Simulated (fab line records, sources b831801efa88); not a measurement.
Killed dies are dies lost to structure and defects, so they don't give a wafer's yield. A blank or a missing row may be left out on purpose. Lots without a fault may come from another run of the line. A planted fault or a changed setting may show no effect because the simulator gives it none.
fab line records | flow sky130
record lots=11 wafers=33 last_day=50
route steps=708 shown CONTACT@420 METAL1@435 PAD_OPEN@708
lots that met no fault: from a run of the same line without faults
start_h: hours from the record's first day to the start of the lot's first wafer shown | wait_h: hours since the lot's step before | " the same as in the row above | L1.1+2: a row that stands for several wafers | - no value, or no start given | * or withheld: withheld | < > ~ a bound
route shown NAME@n: a module of which the file shows steps, and the number in the route of the first | usual: mean/standard deviation of fault-free wafers | same: alike in all rows | chamber/n: place in a boat | sites: the reading at each site | _std_site: their standard deviation | _edge_site: outer sites' mean less inner sites' | radius_mm: how far each site lies from the wafer's centre | mask NAME#n: copy n | behind: the tool/chamber that last shaped the wafer | hold: why the lot was held/for how many hours/how that ended | device: the transistor (n, p or np) that didn't switch | end of line: the same wafers' tests at the end of the route | a step without rows: its recipe alone | killed: dies lost to structure and defects at the first sort, not the wafer's yield | map: a wafer's dies, x killed, . not, _ none there
set.NAME: the setting as run; set.NAME@STEP: as run at that earlier step | model.NAME: the simulator's own value behind a step, which no gauge read
steps of the route over a sample of lots; a table a step, a row a wafer
services: from which hour (start_h, from the record's first day; less than 0 if before it) a tool's chamber was out of use, for how many hours, and why
## steps
# step SKY_CONTACT_CD_MEAS_14
# recipe target_cd_nm=170
# usual cd_nm=170.0/1.6
# columns lot.wafer tool chamber start_h wait_h cd_nm
L677.1 cd_sem-01 - 739.13 - 171.2
L677.4 " - " " 170.0
L677.6 " - " " 172.8
L678.3 cd_sem-01 - 748.97 - 171.6
L678.4 " - " " 170.6
L678.5 " - " " 170.6
L684.1 cd_sem-01 - 792.67 - 167.7
L684.3 " - " " 167.8
L684.4 " - " " 168.6
L688.2 cd_sem-01 - 823.70 - 168.1
L688.4 " - " " 168.0
L688.5 " - " " 166.5
L689.1 cd_sem-01 - 831.22 - 171.3
L689.3 " - " " 170.4
L689.4 " - " " 170.8
L694.4 cd_sem-02 - 870.48 - 170.0
L694.5 " - " " 170.1
L694.6 " - " " 170.6
L695.1 cd_sem-01 - 876.68 - 169.9
L695.4 " - " " 170.8
L695.6 " - " " 171.2
L696.2 cd_sem-02 - 881.49 - 169.2
L696.3 " - " " 170.0
L696.5 " - " " 170.4
L698.1 cd_sem-01 - 895.22 - 168.9
L698.2 " - " " 169.1
L698.5 " - " " 169.6
L699.3 cd_sem-02 - 901.48 - 167.6
L699.4 " - " " 168.9
L699.5 " - " " 168.6
L700.2 cd_sem-01 - 916.50 - 168.9
L700.3 " - " " 169.5
L700.4 " - " " 169.6
# step SKY_CONTACT_ETCH_18
# recipe target=Si3N4 chemistry=CHF3/O2 stop_on=TiN source_w=600 bias_w=200 pressure_mtorr=40 chf3_flow_sccm=50 O2_flow_sccm=5 time_s=39 target_depth_a=750
# usual chamber_pressure_mTorr=40.00/0.039 drypump_motor_current_A=5.46/0.29 oes_product_au=0.855/0.0076 throttle_valve_pct=8.794/0.0098
# columns lot.wafer tool chamber start_h wait_h chamber_pressure_mTorr drypump_motor_current_A oes_product_au rf_hours_counter_h throttle_valve_pct
L677.1 rie_diel-04 0 - - 39.97 4.97 0.853 5 8.799
L677.4 " 2 " " 40.10 5.62 0.845 12 8.790
L677.6 " 2 " " 39.98 5.63 0.869 - 8.771
L678.3 rie_diel-01 0 - - 40.00 5.60 0.851 6 8.789
L678.4 " 2 " " 39.94 5.54 0.873 47 8.803
L678.5 " 3 " " 39.99 5.56 0.850 - 8.793
L684.1 rie_diel-04 1 - - 39.97 5.17 0.855 11 8.807
L684.3 " 3 " " 40.02 5.35 0.855 0 8.783
L684.4 " 0 " " 40.00 4.97 0.860 7 8.802
L688.2 rie_diel-03 2 - - 40.02 5.76 0.855 2 8.791
L688.4 " 0 " " 40.06 5.27 0.874 - 8.778
L688.5 " 2 " " 40.08 5.74 0.849 - 8.803
L689.1 rie_diel-04 1 - - 39.94 5.17 0.855 13 8.784
L689.3 " 2 " " 40.00 5.65 0.853 15 8.815
L689.4 " 0 " " 39.97 4.96 0.866 8 8.802
L694.4 rie_diel-01 0 - - 39.98 5.59 0.858 11 8.803
L694.5 " 2 " " 40.02 5.52 0.853 - 8.806
L694.6 " 1 " " 40.02 5.65 0.871 - 8.804
L695.1 rie_diel-04 2 - - 40.02 5.62 0.850 16 8.778
L695.4 " 1 " " 40.03 5.17 0.847 14 8.780
L695.6 " 2 " " 39.97 5.62 0.846 - 8.800
L696.2 rie_diel-04 2 - - 40.00 5.62 0.854 16 8.798
L696.3 " 1 " " 40.00 5.16 0.849 14 8.769
L696.5 " 3 " " 40.00 5.34 0.850 - 8.795
L698.1 rie_diel-01 1 - - 39.93 5.64 0.864 10 8.791
L698.2 " 3 " " 39.99 5.53 0.853 19 8.793
L698.5 " 3 " " 40.03 5.54 0.865 - 8.791
L699.3 rie_diel-03 3 - - 39.97 5.27 0.858 2 8.792
L699.4 " 2 " " 40.05 5.76 0.861 4 8.801
L699.5 " 1 " " 39.96 6.16 0.861 - 8.795
L700.2 rie_diel-04 0 - - 40.00 4.97 0.859 10 8.781
L700.3 " 1 " " 39.92 5.17 0.866 15 8.801
L700.4 " 3 " " 40.03 5.36 0.856 4 8.809
# step SKY_CONTACT_CVD_24
# recipe material=W target_thk_nm=340 time_s=102.12 temp_c=400 pressure_torr=40
# usual heater_power_w=820/51
# columns lot.wafer tool chamber start_h wait_h heater_power_w since_wet_clean_h
L677.1 cvd_w-01 1 740.10 0.0 862 336
L677.4 " 1 " " 886 -
L677.6 " 1 " " 895 -
L678.3 cvd_w-01 1 749.91 0.1 875 -
L678.4 " 0 " " 836 -
L678.5 " 1 " " 876 -
L684.1 cvd_w-02 1 793.61 0.0 770 890
L684.3 " 1 " " 770 -
L684.4 " 1 " " 789 -
L688.2 cvd_w-01 0 824.62 0.0 822 421
L688.4 " 1 " " 877 -
L688.5 " 0 " " 838 -
L689.1 cvd_w-01 1 832.19 0.0 882 428
L689.3 " 0 " " 828 -
L689.4 " 1 " " 895 -
L694.4 cvd_w-02 1 871.43 0.1 781 -
L694.5 " 0 " " 743 -
L694.6 " 1 " " 769 -
L695.1 cvd_w-02 1 877.68 0.1 764 974
L695.4 " 0 " " 747 -
L695.6 " 1 " " 789 -
L696.2 cvd_w-02 1 882.44 0.0 762 978
L696.3 " 0 " " 742 -
L696.5 " 0 " " 756 -
L698.1 cvd_w-01 0 896.16 0.0 833 492
L698.2 " 1 " " 893 492
L698.5 " 0 " " 854 -
L699.3 cvd_w-02 0 902.41 0.1 749 -
L699.4 " 1 " " 778 -
L699.5 " 0 " " 741 -
L700.2 cvd_w-01 1 917.46 0.0 884 513
L700.3 " 1 " " 898 -
L700.4 " 0 " " 834 -
# step SKY_CONTACT_RS_MEAS_25
# recipe thk_meas_gauge=four-point-probe reads=W_of_CONTACT_CVD_24+TiN_of_CONTACT_SPUTTER_23
# usual CONTACT_W_RS=0.337/0.0037
# columns lot.wafer tool chamber start_h wait_h CONTACT_W_RS[ohm/sq]
L677.1 film_metro-01 - 740.21 0.1 0.339
L677.4 " - " " 0.339
L677.6 " - " " 0.340
L678.3 film_metro-04 - 750.03 0.1 0.336
L678.4 " - " " 0.330
L678.5 " - " " 0.334
L684.1 film_metro-04 - 793.83 0.2 0.335
L684.3 " - " " 0.332
L684.4 " - " " 0.334
L688.2 film_metro-02 - 824.75 0.1 1.003
L688.4 " - " " 0.341
L688.5 " - " " 0.340
L689.1 film_metro-02 - 832.30 0.1 0.338
L689.3 " - " " 1.033
L689.4 " - " " 0.343
L694.4 film_metro-01 - 871.57 0.1 0.341
L694.5 " - " " 0.334
L694.6 " - " " 0.340
L695.1 film_metro-04 - 877.79 0.1 0.338
L695.4 " - " " 0.337
L695.6 " - " " 0.338
L696.2 film_metro-04 - 882.57 0.1 0.337
L696.3 " - " " 0.333
L696.5 " - " " 0.335
L698.1 film_metro-04 - 896.27 0.1 0.332
L698.2 " - " " 0.337
L698.5 " - " " 0.333
L699.3 film_metro-04 - 902.53 0.1 0.334
L699.4 " - " " 0.341
L699.5 " - " " 0.334
L700.2 film_metro-01 - 917.59 0.1 0.336
L700.3 " - " " 0.336
L700.4 " - " " 0.337
# step SKY_CONTACT_THK_MEAS_26
# recipe thk_meas_gauge=xrf reads=W_of_CONTACT_CVD_24
# usual CONTACT_W_THK=343/5.1
# columns lot.wafer tool chamber start_h wait_h CONTACT_W_THK[nm]
L677.1 film_metro-01 - 740.33 0.1 340
L677.4 " - " " 339
L677.6 " - " " 339
L678.3 film_metro-04 - 750.13 0.1 344
L678.4 " - " " 352
L678.5 " - " " 348
L684.1 film_metro-04 - 793.95 0.1 348
L684.3 " - " " 351
L684.4 " - " " 349
L688.2 film_metro-02 - 824.86 0.1 117
L688.4 " - " " 338
L688.5 " - " " 339
L689.1 film_metro-02 - 832.42 0.1 339
L689.3 " - " " 114
L689.4 " - " " 335
L694.4 film_metro-01 - 871.66 0.1 332
L694.5 " - " " 341
L694.6 " - " " 336
L695.1 film_metro-04 - 877.91 0.1 344
L695.4 " - " " 346
L695.6 " - " " 343
L696.2 film_metro-04 - 882.68 0.1 347
L696.3 " - " " 347
L696.5 " - " " 349
L698.1 film_metro-04 - 896.39 0.1 352
L698.2 " - " " 347
L698.5 " - " " 351
L699.3 film_metro-04 - 902.63 0.1 351
L699.4 " - " " 343
L699.5 " - " " 349
L700.2 film_metro-01 - 917.70 0.1 343
L700.3 " - " " 342
L700.4 " - " " 340
# step SKY_CONTACT_CMP_27
# recipe stop_on=SiO2 t_overpolish_s=15 down_force_psi=3.5 platen_rpm=60 target_thk_nm=0 pad_velocity_m_s=0.94248
# usual edge_zone_pressure_frac=1.000/0.0045 motor_current_A=10.5/1.1 time_to_endpoint_s=82/4.8
# columns lot.wafer tool chamber start_h wait_h edge_zone_pressure_frac motor_current_A time_to_endpoint_s
L677.1 cmp-02 0 740.44 0.1 1.002 8.5 84
L677.4 " 1 " " 1.005 10.4 75
L677.6 " 3 " " 1.001 11.0 76
L678.3 cmp-01 3 750.17 0.0 1.001 12.4 76
L678.4 " 0 " " 0.996 10.3 86
L678.5 " 3 " " 1.003 12.1 80
L684.1 cmp-01 0 794.01 0.1 0.994 10.3 89
L684.3 " 2 " " 1.007 10.5 79
L684.4 " 3 " " 0.996 11.6 86
L688.2 cmp-02 0 824.96 0.1 1.001 8.7 30
L688.4 " 1 " " 1.000 9.8 77
L688.5 " 0 " " 0.997 8.9 84
L689.3 cmp-02 2 832.48 0.0 0.996 9.6 31
L689.4 " 3 " " 0.996 12.5 77
L689.1 " 0 " " 1.002 8.3 79
L694.4 cmp-01 0 871.69 0.0 1.000 10.1 85
L694.6 " 0 " " 1.000 10.4 88
L694.5 " 1 " " 1.001 11.0 84
L695.4 cmp-01 3 877.97 0.0 1.004 11.7 83
L695.1 " 1 " " 1.010 11.7 84
L695.6 " 3 " " 1.003 11.5 86
L696.2 cmp-02 2 882.73 0.0 1.001 9.6 85
L696.3 " 1 " " 0.998 9.6 77
L696.5 " 3 " " 1.003 12.5 75
L698.2 cmp-01 2 896.50 0.1 1.000 10.7 78
L698.1 " 0 " " 1.000 10.4 90
L698.5 " 2 " " 0.998 10.9 79
L699.4 cmp-01 1 902.67 0.0 1.005 10.8 82
L699.3 " 0 " " 1.003 10.0 88
L699.5 " 2 " " 0.999 10.4 79
L700.3 cmp-01 3 917.75 0.0 1.009 12.4 83
L700.4 " 0 " " 0.992 10.4 89
L700.2 " 1 " " 0.995 11.1 82
# step SKY_METAL1_SPUTTER_01
# recipe material=TiN target_thk_nm=20 power_w=6500 time_s=16.7 chamber_pressure_pa=0.4
# usual throttle_valve_pct=30.3/0.8
# columns lot.wafer tool chamber start_h wait_h throttle_valve_pct
L677.1 pvd_sputter-01 - 740.72 0.0 31.1
L677.4 " - " " 29.5
L677.6 " - " " 30.7
L678.3 pvd_sputter-04 - 750.49 0.0 31.5
L678.4 " - " " 29.2
L678.5 " - " " 30.4
L684.1 pvd_sputter-04 - 794.33 0.0 28.8
L684.3 " - " " 30.5
L684.4 " - " " 31.0
L688.2 pvd_sputter-04 - 825.23 0.0 30.3
L688.4 " - " " 30.5
L688.5 " - " " 31.4
L689.1 pvd_sputter-03 - 832.80 0.0 29.9
L689.3 " - " " 29.8
L689.4 " - " " 29.5
L694.4 pvd_sputter-04 - 872.01 0.0 31.1
L694.5 " - " " 30.2
L694.6 " - " " 30.3
L695.1 pvd_sputter-04 - 878.29 0.0 29.0
L695.4 " - " " 31.2
L695.6 " - " " 30.5
L696.2 pvd_sputter-04 - 883.05 0.0 30.7
L696.3 " - " " 31.3
L696.5 " - " " 31.0
L698.1 pvd_sputter-03 - 896.77 0.0 31.8
L698.2 " - " " 29.6
L698.5 " - " " 29.9
L699.3 pvd_sputter-03 - 902.99 0.0 29.5
L699.4 " - " " 29.9
L699.5 " - " " 30.0
L700.2 pvd_sputter-04 - 918.07 0.0 30.4
L700.3 " - " " 29.2
L700.4 " - " " 30.3
# step SKY_PAD_OPEN_PROBE_99
# usual killed_at_M0_to_M3=42/7.2 killed_at_M4_up=3.4/2.1 killed_at_contacts=24/5.4 killed_at_front_end=15/4 killed_at_other=0.3/0.53 killed_dies=85/8.8 killed_open=47/6.7 killed_short=38/6.5
# same gross_dies=492 killed_at_back_side=0
# columns lot.wafer tool chamber start_h wait_h killed_at_M0_to_M3 killed_at_M4_up killed_at_contacts killed_at_front_end killed_at_other killed_dies killed_open killed_short
L695.1 prober-02 - 1179.22 0.1 47 3 21 9 2 82 43 37
L695.4 prober-02 - 1179.37 0.2 43 3 22 8 0 76 47 29
L695.6 prober-02 - 1179.47 0.2 45 1 21 13 1 81 48 32
# killed by level:class
L695.1 VIA1:geometric_particle:open=16 VIA2:geometric_particle:open=7 CONTACT:geometric_particle:short=6 CONTACT:geometric_particle:open=5 FIELD_ISO:geometric_particle:open=4 LI_CONTACT:geometric_particle:short=4 LI_CONTACT:geometric_particle:open=4 METAL2:geometric_particle:short=4
L695.4 VIA1:geometric_particle:open=13 CONTACT:geometric_particle:open=9 VIA2:geometric_particle:open=7 VIA1:geometric_particle:short=5 VIA3:geometric_particle:open=5 VIA3:geometric_particle:short=4 LI_CONTACT:geometric_particle:open=4 LOCAL_INTERCONNECT:geometric_particle:open=4
L695.6 VIA1:geometric_particle:open=13 LI_CONTACT:geometric_particle:open=9 VIA2:geometric_particle:open=7 POLY_GATE:geometric_particle:short=5 CONTACT:geometric_particle:open=5 METAL1:geometric_particle:short=5 VIA3:geometric_particle:open=5 POLY_GATE:geometric_particle:open=4
## services
# columns tool chamber start_h hours kind
rie_diel-01 2 720.51 2.8 repair
rie_diel-01 3 724.20 6.1 repair
pvd_sputter-01 - 744.19 2.5 repair
cmp-02 - 744.24 11.0 pm
cmp-01 - 750.53 4.0 pm
cmp-01 - 766.76 1.3 repair
cvd_w-02 0 769.66 9.6 repair
cmp-02 - 771.20 4.9 pm
rie_diel-01 1 772.14 9.9 repair
cvd_w-02 0 784.36 14.0 repair
cmp-02 - 790.38 2.3 repair
rie_diel-03 - 796.94 14.6 pm
rie_diel-04 0 797.27 1.7 repair
cmp-01 - 799.56 3.5 pm
cmp-01 - 810.60 0.6 repair
cvd_w-02 - 813.73 2.8 pm
pvd_sputter-04 - 839.28 0.5 repair
cvd_w-01 - 857.58 0.6 repair
cmp-01 - 884.75 2.9 repair
cmp-02 - 897.51 2.3 repair
rie_diel-03 - 903.10 2.4 repair
cvd_w-02 - 904.00 14.0 pm
cmp-02 - 912.15 4.0 pm
cmp-02 - 913.13 3.7 repair
## key
first_sign step=SKY_CONTACT_RS_MEAS_25 reading=CONTACT_W_RS direction=up sigmas=99+ usual=0.337 struck=1.018
effect step=SKY_CONTACT_THK_MEAS_26 reading=CONTACT_W_THK direction=down sigmas=44 usual=343 struck=115
effect step=SKY_CONTACT_CMP_27 reading=time_to_endpoint_s direction=down sigmas=11 usual=* struck=*
met_at SKY_CONTACT_CVD_24
struck_lots L688,L689
struck_wafers L688.2,L689.3
tester_left_out L688,L689
not_acting_at SKY_CONTACT_CD_MEAS_14,SKY_CONTACT_ETCH_18,SKY_METAL1_SPUTTER_01
onset_between 749.91 824.62
fault kind=process_parameter_drift tool=cvd_w-01 chamber=- onset_h=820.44 steps=SKY_CONTACT_CVD_24 channel=target_thk_nm offset=-224.22 shape=step end_h=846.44 scope=struck_wafers_only acts_in=these_recipes_only stated=340
# tester_left_out: of these lots the tester's yield and bins aren't shown, on N5 and GAA mostly nor the transistor test; their killed dies are dies lost to structure and defects alone, not to doping, threshold or leakage, so they don't give the yield
